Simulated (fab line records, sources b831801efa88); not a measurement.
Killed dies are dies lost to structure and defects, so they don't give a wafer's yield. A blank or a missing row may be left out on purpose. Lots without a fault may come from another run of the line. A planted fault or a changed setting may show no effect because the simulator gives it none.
fab line records | flow sky130
record lots=13 wafers=39 last_day=50
route steps=708 shown CAPM@540 CAP2M@603 METAL4@629 PAD_OPEN@708
lots that met no fault: from a run of the same line without faults
start_h: hours from the record's first day to the start of the lot's first wafer shown | wait_h: hours since the lot's step before | " the same as in the row above | L1.1+2: a row that stands for several wafers | - no value, or no start given | * or withheld: withheld | < > ~ a bound
route shown NAME@n: a module of which the file shows steps, and the number in the route of the first | usual: mean/standard deviation of fault-free wafers | same: alike in all rows | chamber/n: place in a boat | sites: the reading at each site | _std_site: their standard deviation | _edge_site: outer sites' mean less inner sites' | radius_mm: how far each site lies from the wafer's centre | mask NAME#n: copy n | behind: the tool/chamber that last shaped the wafer | hold: why the lot was held/for how many hours/how that ended | device: the transistor (n, p or np) that didn't switch | end of line: the same wafers' tests at the end of the route | a step without rows: its recipe alone | killed: dies lost to structure and defects at the first sort, not the wafer's yield | map: a wafer's dies, x killed, . not, _ none there
set.NAME: the setting as run; set.NAME@STEP: as run at that earlier step | model.NAME: the simulator's own value behind a step, which no gauge read
steps of the route over a sample of lots; a table a step, a row a wafer
services: from which hour (start_h, from the record's first day; less than 0 if before it) a tool's chamber was out of use, for how many hours, and why
## steps
# step SKY_CAPM_RS_MEAS_03
# recipe thk_meas_gauge=four-point-probe reads=TiN_of_CAPM_SPUTTER_02
# usual CAPM_TIN_RS=6.89/0.054
# columns lot.wafer tool chamber start_h wait_h CAPM_TIN_RS[ohm/sq]
L984.4 film_metro-04 - 863.47 0.1 6.74
L984.5 " - " " 6.77
L984.6 " - " " 6.81
L983.2 film_metro-03 - 868.02 0.1 6.92
L983.3 " - " " 6.92
L983.4 " - " " 6.93
L985.1 film_metro-02 - 877.61 0.1 6.86
L985.2 " - " " 6.84
L985.4 " - " " 6.89
L989.1 film_metro-02 - 903.45 0.1 6.88
L989.3 " - " " 6.87
L989.6 " - " " 6.89
L990.4 film_metro-04 - 905.65 0.1 6.87
L990.5 " - " " 6.73
L990.6 " - " " 6.86
L992.1 film_metro-03 - 919.05 0.1 6.95
L992.2 " - " " 6.92
L992.3 " - " " 6.94
L993.3 film_metro-02 - 925.52 0.1 6.93
L993.5 " - " " 6.97
L993.6 " - " " 6.95
L994.1 film_metro-02 - 935.75 0.1 6.93
L994.2 " - " " 6.87
L994.5 " - " " 6.82
L998.4 film_metro-02 - 962.78 0.1 6.86
L998.5 " - " " 6.86
L998.6 " - " " 6.84
L999.1 film_metro-04 - 975.56 0.1 6.98
L999.5 " - " " 6.95
L999.6 " - " " 6.93
L101.1 film_metro-04 - 986.14 0.1 6.82
L101.4 " - " " 6.88
L101.5 " - " " 6.87
L105.1 film_metro-02 - 1014.10 0.1 6.86
L105.2 " - " " 6.83
L105.3 " - " " 6.85
L106.3 film_metro-03 - 1023.39 0.1 6.93
L106.4 " - " " 6.93
L106.6 " - " " 6.95
# step SKY_CAP2M_CVD_00
# recipe material=SiO2 target_thk_nm=15.5 temp_c=400 time_s=withheld rf_w=450
# usual heater_power_w=666/110
# columns lot.wafer tool chamber start_h wait_h heater_power_w
L984.4 pecvd-04 2 943.17 0.0 606
L984.5 " 0 " " 673
L984.6 " 1 " " 633
L983.2 pecvd-04 1 946.74 0.0 679
L983.3 " 2 " " 589
L983.4 " 0 " " 625
L985.1 pecvd-03 0 956.51 0.0 891
L985.2 " 2 " " 866
L985.4 " 1 " " 473
L989.1 pecvd-04 1 980.63 0.0 713
L989.3 " 2 " " 611
L989.6 " 1 " " 705
L990.4 pecvd-02 0 982.44 0.0 705
L990.5 " 2 " " 672
L990.6 " 1 " " 555
L992.1 pecvd-03 0 996.84 0.0 887
L992.2 " 2 " " 826
L992.3 " 1 " " 546
L993.3 pecvd-02 2 1001.90 0.0 601
L993.5 " 0 " " 745
L993.6 " 2 " " 605
L994.1 pecvd-03 2 1011.08 0.0 832
L994.2 " 0 " " 866
L994.5 " 0 " " 852
L998.4 pecvd-03 0 1036.12 0.0 838
L998.5 " 1 " " 500
L998.6 " 2 " " 738
L999.1 pecvd-04 2 1048.14 0.0 632
L999.5 " 0 " " 580
L999.6 " 1 " " 710
L101.1 pecvd-02 1 1058.55 0.0 567
L101.4 " 2 " " 635
L101.5 " 1 " " 563
L105.1 pecvd-03 1 1083.98 0.0 454
L105.2 " 0 " " 872
L105.3 " 2 " " 865
L106.3 pecvd-04 1 1092.64 0.0 745
L106.4 " 1 " " 733
L106.6 " 2 " " 564
# step SKY_CAP2M_CLEAN_17
# recipe chemistry=O3/DIW dry=n2_spin
# columns lot.wafer tool chamber start_h wait_h
L984.4+5+6 wet_bench-02 2 967.83 0.0
L983.2+3+4 wet_bench-01 0 971.57 0.0
L985.1+2+4 wet_bench-01 2 980.80 0.0
L989.1+3+6 wet_bench-04 1 1005.10 0.0
L990.4+5+6 wet_bench-01 2 1006.58 0.0
L992.1+2+3 wet_bench-02 1 1020.48 0.0
L993.3+5+6 wet_bench-01 1 1025.43 0.0
L994.1+2+5 wet_bench-01 0 1034.75 0.0
L998.4+5+6 wet_bench-01 2 1058.49 0.0
L999.1+5+6 wet_bench-01 2 1070.69 0.0
L101.1+4+5 wet_bench-01 3 1080.53 0.0
L105.1+2+3 wet_bench-02 2 1106.21 0.0
L106.3+4+6 wet_bench-02 3 1113.61 0.0
# step SKY_METAL4_CD_MEAS_13
# recipe target_cd_nm=300
# usual cd_nm=300.0/1.4
# columns lot.wafer tool chamber start_h wait_h cd_nm
L984.4 cd_sem-02 - 991.89 - 300.6
L984.5 " - " " 298.1
L984.6 " - " " 299.0
L983.2 cd_sem-01 - 995.54 - 299.3
L983.3 " - " " 298.7
L983.4 " - " " 297.7
L985.1 cd_sem-02 - 1004.18 - 300.2
L985.2 " - " " 301.6
L985.4 " - " " 300.0
L989.1 cd_sem-02 - 1027.87 - 299.8
L989.3 " - " " 301.0
L989.6 " - " " 302.0
L990.4 cd_sem-02 - 1028.68 - 299.0
L990.5 " - " " 298.5
L990.6 " - " " 300.1
L992.1 cd_sem-02 - 1043.82 - 300.2
L992.2 " - " " 298.8
L992.3 " - " " 298.4
L993.3 cd_sem-01 - 1047.92 - 300.5
L993.5 " - " " 299.2
L993.6 " - " " 300.6
L994.1 cd_sem-02 - 1057.08 - 300.1
L994.2 " - " " 300.8
L994.5 " - " " 298.8
L998.4 cd_sem-02 - 1079.83 - 299.5
L998.5 " - " " 298.9
L998.6 " - " " 299.1
L999.1 cd_sem-01 - 1091.97 - 299.8
L999.5 " - " " 300.9
L999.6 " - " " 301.0
L101.1 cd_sem-01 - 1101.92 - 300.7
L101.4 " - " " 299.9
L101.5 " - " " 301.1
L105.1 cd_sem-02 - 1126.43 - 300.5
L105.2 " - " " 300.9
L105.3 " - " " 301.8
L106.3 cd_sem-02 - 1133.77 - 298.5
L106.4 " - " " 299.1
L106.6 " - " " 298.1
# step SKY_PAD_OPEN_PROBE_99
# usual defect_limited_yield=82.5/2 killed_at_M0_to_M3=44/7 killed_at_M4_up=3.4/1.7 killed_at_contacts=24/4.9 killed_at_front_end=15/4.5 killed_at_other=0.4/0.61 killed_dies=86/9.7 killed_open=47/7.1 killed_short=39/6.1 sort_bin_3_pad_short=0.9/0.42 sort_bin_5_function=10.4/1.4 sort_bin_6_memory=6.2/1.2 sort_n_pass=406/9.7 sort_yield_pct=82.5/2
# same gross_dies=492 killed_at_back_side=0 sort_bin_4_leakage[%]=0 sort_bin_8_speed[%]=0
# columns lot.wafer tool chamber start_h wait_h hold defect_limited_yield[%] killed_at_M0_to_M3 killed_at_M4_up killed_at_contacts killed_at_front_end killed_at_other killed_dies killed_open killed_short sort_bin_3_pad_short[%] sort_bin_5_function[%] sort_bin_6_memory[%] sort_n_pass sort_yield_pct[%]
L984.4 prober-02 - 1087.61 0.2 - 81.7 47 3 22 17 1 90 53 37 0.8 11.2 6.3 402 81.7
L984.5 prober-02 - 1087.66 0.2 - 79.5 57 0 28 16 0 101 54 47 1.4 10.4 8.7 391 79.5
L984.6 prober-02 - 1087.71 0.2 - 81.9 39 3 25 22 0 89 49 40 1.2 11.0 5.9 403 81.9
L983.2 prober-01 - 1089.41 0.1 - 84.8 35 4 24 12 0 75 46 29 0.8 10.2 4.3 417 84.8
L983.3 prober-01 - 1089.46 0.2 - 83.5 43 3 19 16 0 81 44 37 1.0 11.2 4.3 411 83.5
L983.4 prober-01 - 1089.51 0.2 - 83.3 48 2 24 8 0 82 50 32 1.2 8.5 6.9 410 83.3
L985.1 prober-01 - 1096.28 0.1 - 83.5 42 3 17 19 0 81 38 43 0.8 10.2 5.5 411 83.5
L985.2 prober-01 - 1096.33 0.1 - 77.6 63 3 21 23 0 110 53 57 1.4 13.6 7.3 382 77.6
L985.4 prober-01 - 1096.43 0.2 - 81.7 48 3 20 19 0 90 49 40 1.0 12.0 5.3 402 81.7
L989.1 prober-02 - 1119.20 0.1 - 84.8 34 2 26 11 2 75 45 30 1.2 10.2 3.9 417 84.8
L989.3 prober-02 - 1119.30 0.2 - 82.5 41 0 28 15 2 86 49 36 1.8 8.7 6.9 406 82.5
L989.6 prober-02 - 1119.45 0.2 - 83.7 44 0 24 12 0 80 36 43 0.8 10.0 5.5 412 83.7
L990.4 prober-01 - 1120.71 0.2 - 81.5 48 6 26 11 0 91 54 37 1.2 11.2 6.1 401 81.5
L990.5 prober-01 - 1120.76 0.2 - 85.2 41 4 16 12 0 73 34 39 1.0 8.9 4.9 419 85.2
L990.6 prober-01 - 1120.81 0.2 - 82.5 47 2 21 15 1 86 47 39 1.0 12.0 4.5 406 82.5
L992.1 prober-01 - 1132.25 0.1 - 82.9 41 3 19 19 2 84 42 41 0.6 9.8 6.7 408 82.9
L992.2 prober-01 - 1132.30 0.1 - 79.7 55 2 20 22 1 100 51 48 0.8 13.6 5.9 392 79.7
L992.3 prober-01 - 1132.35 0.2 - 83.1 41 7 23 12 0 83 44 39 0.6 10.4 5.9 409 83.1
L993.3 prober-02 - 1136.25 0.2 - 82.5 42 6 20 17 1 86 44 41 1.2 9.8 6.5 406 82.5
L993.5 prober-02 - 1136.35 0.2 - 81.9 47 4 20 17 1 89 55 34 0.4 11.6 6.1 403 81.9
L993.6 prober-02 - 1136.40 0.2 - 81.5 49 0 26 16 0 91 44 47 1.2 8.5 8.7 401 81.5
L994.1 prober-01 - 1146.21 0.1 - 84.3 43 4 21 9 0 77 48 29 0.8 8.7 6.1 415 84.3
L994.2 prober-01 - 1146.26 0.1 - 81.1 41 2 20 29 1 93 51 42 0.2 11.6 7.1 399 81.1
L994.5 prober-01 - 1146.41 0.2 - 81.5 47 6 20 18 0 91 51 39 0.6 10.2 7.7 401 81.5
L998.4 prober-01 - 1169.44 0.2 await_dispo/0.9h/release 74.8 36 5 26 14 43 124 40 41 2.6 15.4 7.1 368 74.8
L998.5 prober-01 - 1169.49 0.2 await_dispo/0.9h/release 75.2 40 4 22 9 47 122 45 31 3.7 14.2 6.9 370 75.2
L998.6 prober-01 - 1169.54 0.2 await_dispo/0.9h/release 72.6 42 2 34 13 44 135 48 43 3.3 15.9 8.3 357 72.6
L999.1 prober-02 - 1174.85 0.1 await_dispo/2.5h/release 76.6 28 4 25 15 43 115 39 33 2.6 15.4 5.3 377 76.6
L999.5 prober-02 - 1175.05 0.2 await_dispo/2.5h/release 72.4 42 5 28 18 43 136 60 33 2.2 17.7 7.7 356 72.4
L999.6 prober-02 - 1175.10 0.2 await_dispo/2.5h/release 79.3 31 5 11 9 46 102 26 31 3.0 13.0 4.7 390 79.3
L101.1 prober-01 - 1181.48 0.1 await_dispo/1.7h/release 76.8 37 4 30 15 28 114 50 35 1.8 13.6 7.7 378 76.8
L101.4 prober-01 - 1181.63 0.2 await_dispo/1.7h/release 73.0 61 4 21 22 25 133 59 50 2.0 17.3 7.7 359 73.0
L101.5 prober-01 - 1181.68 0.2 await_dispo/1.7h/release 76.4 49 3 21 17 26 116 49 40 1.6 13.2 8.7 376 76.4
L105.1 prober-02 - 1202.84 0.1 - 81.7 41 4 32 13 0 90 55 35 1.2 10.0 7.1 402 81.7
L105.2 prober-02 - 1202.89 0.1 - 84.3 36 3 21 17 0 77 38 39 0.8 10.0 4.9 415 84.3
L105.3 prober-02 - 1202.94 0.2 - 86.2 28 3 24 13 0 68 38 30 0.4 7.7 5.7 424 86.2
L106.3 prober-01 - 1207.79 0.2 - 84.6 41 2 19 14 0 76 40 36 1.2 10.4 3.9 416 84.6
L106.4 prober-01 - 1207.84 0.2 - 83.1 48 3 14 18 0 83 36 47 1.2 9.8 5.9 409 83.1
L106.6 prober-01 - 1207.94 0.2 - 83.7 37 2 24 17 0 80 43 35 1.2 11.2 3.9 412 83.7
# killed by level:class
L984.4 VIA2:geometric_particle:open=12 VIA1:geometric_particle:open=11 CONTACT:geometric_particle:open=8 FIELD_ISO:geometric_particle:open=5 LI_CONTACT:geometric_particle:open=5 METAL2:geometric_particle:short=5 FIELD_ISO:geometric_particle:short=4 CONTACT:geometric_particle:short=4
L984.5 VIA1:geometric_particle:open=13 LI_CONTACT:geometric_particle:open=11 VIA3:geometric_particle:open=8 CONTACT:geometric_particle:open=7 METAL3:geometric_particle:short=6 VIA2:geometric_particle:open=5 VIA1:geometric_particle:short=5 METAL2:geometric_particle:short=5
L984.6 VIA1:geometric_particle:open=9 CONTACT:geometric_particle:open=8 FIELD_ISO:geometric_particle:open=7 LI_CONTACT:geometric_particle:open=7 VIA2:geometric_particle:short=5 LOCAL_INTERCONNECT:geometric_particle:short=5 VIA3:geometric_particle:short=5 VIA3:geometric_particle:open=5
L983.2 CONTACT:geometric_particle:open=12 VIA3:geometric_particle:open=8 VIA1:geometric_particle:open=7 FIELD_ISO:geometric_particle:open=5 CONTACT:geometric_particle:short=5 METAL1:geometric_particle:short=5 LI_CONTACT:geometric_particle:open=4 VIA3:geometric_particle:short=4
L983.3 VIA1:geometric_particle:open=11 CONTACT:geometric_particle:open=11 VIA3:geometric_particle:open=10 METAL2:geometric_particle:short=7 FIELD_ISO:geometric_particle:short=5 VIA1:geometric_particle:short=5 POLY_GATE:geometric_particle:short=4 LI_CONTACT:geometric_particle:open=4
L983.4 VIA1:geometric_particle:open=13 CONTACT:geometric_particle:open=11 METAL1:geometric_particle:short=8 VIA2:geometric_particle:open=8 LI_CONTACT:geometric_particle:open=5 CONTACT:geometric_particle:short=4 VIA2:geometric_particle:short=4 VIA3:geometric_particle:open=4
L985.1 VIA1:geometric_particle:open=9 CONTACT:geometric_particle:open=7 METAL2:geometric_particle:short=6 VIA3:geometric_particle:open=6 CONTACT:geometric_particle:short=5 VIA1:geometric_particle:short=5 FIELD_ISO:geometric_particle:short=4 POLY_GATE:geometric_particle:short=4
L985.2 VIA1:geometric_particle:open=13 METAL2:geometric_particle:short=10 VIA2:geometric_particle:open=9 FIELD_ISO:geometric_particle:short=8 CONTACT:geometric_particle:open=8 FIELD_ISO:geometric_particle:open=7 METAL3:geometric_particle:short=6 METAL1:geometric_particle:short=6
L985.4 VIA1:geometric_particle:open=9 METAL2:geometric_particle:short=9 CONTACT:geometric_particle:open=9 VIA2:geometric_particle:open=8 VIA3:geometric_particle:open=8 FIELD_ISO:geometric_particle:short=7 POLY_GATE:geometric_particle:short=4 LI_CONTACT:geometric_particle:open=4
L989.1 CONTACT:geometric_particle:open=12 CONTACT:geometric_particle:short=6 VIA1:geometric_particle:open=6 VIA2:geometric_particle:open=6 FIELD_ISO:geometric_particle:open=5 VIA1:geometric_particle:short=4 LI_CONTACT:geometric_particle:open=4 METAL1:geometric_particle:short=4
L989.3 CONTACT:geometric_particle:open=9 VIA1:geometric_particle:open=9 VIA3:geometric_particle:open=8 LI_CONTACT:geometric_particle:open=7 METAL1:geometric_particle:short=6 CONTACT:geometric_particle:short=6 VIA1:geometric_particle:short=5 VIA2:geometric_particle:open=4
L989.6 CONTACT:geometric_particle:short=11 VIA1:geometric_particle:open=10 VIA1:geometric_particle:short=8 CONTACT:geometric_particle:open=7 METAL2:geometric_particle:short=6 VIA2:geometric_particle:open=5 VIA3:geometric_particle:open=5 FIELD_ISO:geometric_particle:open=3
L990.4 VIA1:geometric_particle:open=14 CONTACT:geometric_particle:open=13 VIA3:geometric_particle:open=10 CONTACT:geometric_particle:short=9 VIA2:geometric_particle:open=6 METAL2:geometric_particle:short=5 METAL1:geometric_particle:short=4 VIA1:geometric_particle:short=4
L990.5 CONTACT:geometric_particle:short=8 VIA1:geometric_particle:open=8 VIA1:geometric_particle:short=6 VIA2:geometric_particle:open=6 VIA3:geometric_particle:open=5 POLY_GATE:geometric_particle:short=4 METAL2:geometric_particle:short=4 METAL3:geometric_particle:short=4
L990.6 VIA1:geometric_particle:open=13 CONTACT:geometric_particle:open=7 CONTACT:geometric_particle:short=7 VIA1:geometric_particle:short=7 FIELD_ISO:geometric_particle:open=6 VIA2:geometric_particle:open=6 VIA3:geometric_particle:open=5 FIELD_ISO:geometric_particle:short=4
L992.1 POLY_GATE:geometric_particle:open=8 FIELD_ISO:geometric_particle:open=7 VIA3:geometric_particle:short=7 CONTACT:geometric_particle:short=6 CONTACT:geometric_particle:open=6 METAL1:geometric_particle:short=6 VIA3:geometric_particle:open=6 METAL2:geometric_particle:short=5
L992.2 CONTACT:geometric_particle:open=12 METAL2:geometric_particle:short=10 FIELD_ISO:geometric_particle:short=7 FIELD_ISO:geometric_particle:open=7 VIA3:geometric_particle:open=7 METAL1:geometric_particle:short=7 VIA2:geometric_particle:open=7 CONTACT:geometric_particle:short=5
L992.3 VIA1:geometric_particle:open=11 CONTACT:geometric_particle:open=8 VIA3:geometric_particle:open=8 VIA1:geometric_particle:short=6 CONTACT:geometric_particle:short=5 METAL4:geometric_particle:short=5 FIELD_ISO:geometric_particle:short=4 FIELD_ISO:geometric_particle:open=4
L993.3 VIA1:geometric_particle:open=10 VIA3:geometric_particle:open=7 LI_CONTACT:geometric_particle:open=6 METAL1:geometric_particle:short=6 FIELD_ISO:geometric_particle:short=5 CONTACT:geometric_particle:open=5 FIELD_ISO:geometric_particle:open=4 METAL2:geometric_particle:short=4
L993.5 CONTACT:geometric_particle:open=11 VIA3:geometric_particle:open=10 FIELD_ISO:geometric_particle:open=8 VIA2:geometric_particle:open=8 VIA1:geometric_particle:open=7 METAL1:geometric_particle:short=5 VIA3:geometric_particle:short=4 CONTACT:geometric_particle:short=3
L993.6 VIA1:geometric_particle:open=10 METAL1:geometric_particle:short=7 VIA2:geometric_particle:open=6 LI_CONTACT:geometric_particle:open=6 VIA2:geometric_particle:short=6 LI_CONTACT:geometric_particle:short=5 CONTACT:geometric_particle:open=5 CONTACT:geometric_particle:short=5
L994.1 VIA3:geometric_particle:open=9 VIA1:geometric_particle:open=8 VIA2:geometric_particle:open=7 METAL1:geometric_particle:short=7 LI_CONTACT:geometric_particle:open=6 CONTACT:geometric_particle:open=6 CONTACT:geometric_particle:short=5 METAL2:geometric_particle:short=5
L994.2 CONTACT:geometric_particle:open=9 VIA2:geometric_particle:open=8 VIA3:geometric_particle:open=8 VIA1:geometric_particle:open=7 POLY_GATE:geometric_particle:short=6 FIELD_ISO:geometric_particle:open=5 FIELD_ISO:geometric_particle:short=5 POLY_GATE:geometric_particle:open=5
L994.5 VIA3:geometric_particle:open=10 CONTACT:geometric_particle:open=8 VIA1:geometric_particle:open=7 METAL1:geometric_particle:short=6 VIA2:geometric_particle:open=6 FIELD_ISO:geometric_particle:open=5 POLY_GATE:geometric_particle:open=5 METAL2:geometric_particle:short=5
L998.4 CAP2M:unspecified=43 CONTACT:geometric_particle:open=13 METAL2:geometric_particle:short=7 FIELD_ISO:geometric_particle:short=6 LI_CONTACT:geometric_particle:short=5 VIA1:geometric_particle:short=5 METAL1:geometric_particle:short=5 VIA3:geometric_particle:open=5
L998.5 CAP2M:unspecified=46 LI_CONTACT:geometric_particle:open=10 VIA3:geometric_particle:open=10 CONTACT:geometric_particle:open=9 VIA1:geometric_particle:open=7 VIA1:geometric_particle:short=5 METAL4:geometric_particle:short=4 METAL2:geometric_particle:short=4
L998.6 CAP2M:unspecified=44 CONTACT:geometric_particle:open=11 VIA3:geometric_particle:open=10 CONTACT:geometric_particle:short=8 LOCAL_INTERCONNECT:geometric_particle:short=7 LI_CONTACT:geometric_particle:open=6 METAL1:geometric_particle:short=6 VIA2:geometric_particle:open=6
L999.1 CAP2M:unspecified=42 LI_CONTACT:geometric_particle:open=9 POLY_GATE:geometric_particle:open=6 LOCAL_INTERCONNECT:geometric_particle:short=6 VIA3:geometric_particle:open=6 CONTACT:geometric_particle:short=5 METAL2:geometric_particle:short=4 VIA2:geometric_particle:open=4
L999.5 CAP2M:unspecified=43 CONTACT:geometric_particle:open=12 LI_CONTACT:geometric_particle:open=11 VIA1:geometric_particle:open=9 VIA3:geometric_particle:open=9 POLY_GATE:geometric_particle:open=7 VIA1:geometric_particle:short=6 METAL3:geometric_particle:short=5
L999.6 CAP2M:unspecified=45 VIA1:geometric_particle:open=7 CONTACT:geometric_particle:short=6 VIA1:geometric_particle:short=6 VIA2:geometric_particle:open=5 FIELD_ISO:geometric_particle:short=4 CONTACT:geometric_particle:open=3 METAL1:geometric_particle:short=3
L101.1 CAP2M:unspecified=28 CONTACT:geometric_particle:open=14 VIA1:geometric_particle:open=8 LI_CONTACT:geometric_particle:open=6 VIA3:geometric_particle:open=6 VIA2:geometric_particle:open=5 CONTACT:geometric_particle:short=4 VIA1:geometric_particle:short=4
L101.4 CAP2M:unspecified=24 VIA1:geometric_particle:open=17 CONTACT:geometric_particle:open=11 METAL1:geometric_particle:short=8 METAL2:geometric_particle:short=8 FIELD_ISO:geometric_particle:open=7 VIA3:geometric_particle:open=7 POLY_GATE:geometric_particle:short=6
L101.5 CAP2M:unspecified=26 CONTACT:geometric_particle:open=10 VIA1:geometric_particle:open=10 VIA3:geometric_particle:open=7 METAL1:geometric_particle:short=7 VIA2:geometric_particle:open=6 FIELD_ISO:geometric_particle:open=5 LI_CONTACT:geometric_particle:open=5
L105.1 LI_CONTACT:geometric_particle:open=13 VIA1:geometric_particle:open=9 VIA3:geometric_particle:open=9 CONTACT:geometric_particle:open=7 VIA2:geometric_particle:open=7 FIELD_ISO:geometric_particle:open=5 LOCAL_INTERCONNECT:geometric_particle:short=5 POLY_GATE:geometric_particle:short=4
L105.2 METAL1:geometric_particle:short=8 CONTACT:geometric_particle:open=7 VIA1:geometric_particle:short=7 VIA1:geometric_particle:open=6 FIELD_ISO:geometric_particle:short=5 LI_CONTACT:geometric_particle:open=5 VIA3:geometric_particle:open=5 POLY_GATE:geometric_particle:open=4
L105.3 LI_CONTACT:geometric_particle:open=8 CONTACT:geometric_particle:open=8 FIELD_ISO:geometric_particle:short=6 VIA1:geometric_particle:open=5 METAL1:geometric_particle:short=5 METAL2:geometric_particle:short=4 VIA2:geometric_particle:open=4 POLY_GATE:geometric_particle:open=3
L106.3 VIA1:geometric_particle:open=13 METAL2:geometric_particle:short=7 CONTACT:geometric_particle:open=6 POLY_GATE:geometric_particle:short=5 LI_CONTACT:geometric_particle:open=5 VIA2:geometric_particle:open=5 FIELD_ISO:geometric_particle:short=4 LOCAL_INTERCONNECT:geometric_particle:short=4
L106.4 VIA1:geometric_particle:open=10 POLY_GATE:geometric_particle:short=9 VIA1:geometric_particle:short=9 VIA3:geometric_particle:open=7 VIA2:geometric_particle:short=6 POLY_GATE:geometric_particle:open=5 LI_CONTACT:geometric_particle:open=5 METAL2:geometric_particle:short=5
L106.6 VIA1:geometric_particle:open=10 LI_CONTACT:geometric_particle:open=7 CONTACT:geometric_particle:open=7 METAL1:geometric_particle:short=6 VIA3:geometric_particle:open=5 LI_CONTACT:geometric_particle:short=4 VIA1:geometric_particle:short=4 VIA3:geometric_particle:short=4
## services
# columns tool chamber start_h hours kind
wet_bench-01 - 924.31 1.9 pm
pecvd-02 2 930.72 2.1 scheduled_down
pecvd-02 0 941.15 2.1 scheduled_down
pecvd-03 0 946.85 2.1 scheduled_down
pecvd-02 0 947.23 5.5 scheduled_down
pecvd-03 - 949.64 1.4 repair
pecvd-03 0 957.92 6.2 repair
pecvd-03 - 962.02 0.5 repair
pecvd-04 2 973.61 4.2 repair
pecvd-03 - 975.01 17.5 repair
pecvd-02 1 995.60 2.1 scheduled_down
pecvd-02 1 999.38 - clean
pecvd-02 1 999.38 - consumable_replace:showerhead
pecvd-02 1 999.38 29.0 scheduled_down
pecvd-02 1 999.38 29.0 vent_cycle
wet_bench-04 - 1037.43 0.5 repair
wet_bench-02 - 1045.88 1.9 pm
pecvd-02 1 1079.35 5.5 scheduled_down
pecvd-04 1 1084.51 4.8 repair
pecvd-04 2 1111.76 5.5 repair
## key
first_sign step=SKY_PAD_OPEN_PROBE_99 reading=killed_at_other direction=up sigmas=38 usual=0.4 struck=38.3
effect step=SKY_PAD_OPEN_PROBE_99 reading=sort_bin_3_pad_short direction=up sigmas=3.9 usual=0.9 struck=2.6
met_at SKY_CAP2M_CLEAN_17
struck_lots L998,L999,L101
not_acting_at SKY_CAPM_RS_MEAS_03,SKY_CAP2M_CVD_00,SKY_METAL4_CD_MEAS_13
onset_between 1034.75 1058.49
fault kind=chamber_particle_source tool=wet_bench-01 chamber=- onset_h=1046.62 steps=SKY_CAP2M_CLEAN_17 rate_per_visit_cm2=0.75959 end_h=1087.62
